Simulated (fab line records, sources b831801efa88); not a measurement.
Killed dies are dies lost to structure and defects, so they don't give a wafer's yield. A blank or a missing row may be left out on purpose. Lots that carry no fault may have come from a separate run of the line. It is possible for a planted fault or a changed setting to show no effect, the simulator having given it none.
A single fault, viewed from 2 desks :: flow gf180mcu :: each desk holds nothing but its own numbers, with what lay behind them at the end

## THE TOOL OWNER'S DESK: pvdSputter-02
At GF_M4_SPUTTER_04 (material TiN, target thk 50 nm, time 41.7 s) the tool's own readings: per lot run on this tool, the mean of the sampled wafers that have a number. A lot is out of limits, marked OUT, if its mean lies more than 4 standard deviations from the usual mean; the brackets give that distance.
Columns: A = throttleValvePct at GF_M4_SPUTTER_04, usual 30.2 %
lot: L509
first seen here: day 26 15:40
A: 30.5

lot: L512
first seen here: day 27 19:43
A: 29.9

lot: L513
first seen here: day 28 01:01
A: 29.8
This desk's finding: nothing out of limits on any of the 3 lots.

## METROLOGY DESK
What the gauges read, lot by lot, whatever tool the lot ran on: means of the sampled wafers that have a number. A lot is out of limits, marked OUT, if its mean lies more than 4 standard deviations from the usual mean; the brackets give that distance. Readings shown: 7 of its 9, picked as those furthest out on some lot.
Columns: A = V3_W_RS at GF_V3_RS_MEAS_24, usual 0.3275 ohm/sq; B = V3_W_THK at GF_V3_THK_MEAS_25, usual 342 nm; C = M4_ALCU_RS at GF_M4_RS_MEAS_05, usual 0.0695 ohm/sq; D = cdNm at GF_M4_CD_MEAS_14, usual 280.0 nm; E = M4_OVL at GF_M4_OVL_MEAS_15, usual -1 nm; F = V4_CVD_00_THK at GF_V4_THK_MEAS_01, usual 599 nm; G = V4_CVD_02_THK at GF_V4_THK_MEAS_03, usual 850 nm
lot: L503
first seen here: day 24 20:40
A: 0.3274
B: 342
C: 0.0695
D: 279.5
E: 6
F: 604
G: 851

lot: L509
first seen here: day 26 15:02
A: 0.3258
B: 341
C: 0.0702
D: 282.2
E: -2
F: 606
G: 850

lot: L512
first seen here: day 27 19:02
A: 0.3285
B: 343
C: 0.0695
D: 280.5
E: 5
F: 591
G: 867

lot: L513
first seen here: day 28 00:23
A: 0.3226
B: 346
C: 0.0700
D: 280.9
E: -6
F: 595
G: 839

lot: L518
first seen here: day 29 04:26
A: 0.3300
B: 343
C: 0.0696
D: 280.9
E: -7
F: 596
G: 845

lot: L520
first seen here: day 30 00:44
A: 0.3271
B: 340
C: 0.0688
D: 279.9
E: 8
F: 602
G: 852
This desk's finding: nothing out of limits on any of the 6 lots.

## TAKEN TOGETHER
The desk of the tool owner found nothing out of limits.
The metrology desk saw nothing out of limits.

## WHAT THE SIMULATOR PUT IN
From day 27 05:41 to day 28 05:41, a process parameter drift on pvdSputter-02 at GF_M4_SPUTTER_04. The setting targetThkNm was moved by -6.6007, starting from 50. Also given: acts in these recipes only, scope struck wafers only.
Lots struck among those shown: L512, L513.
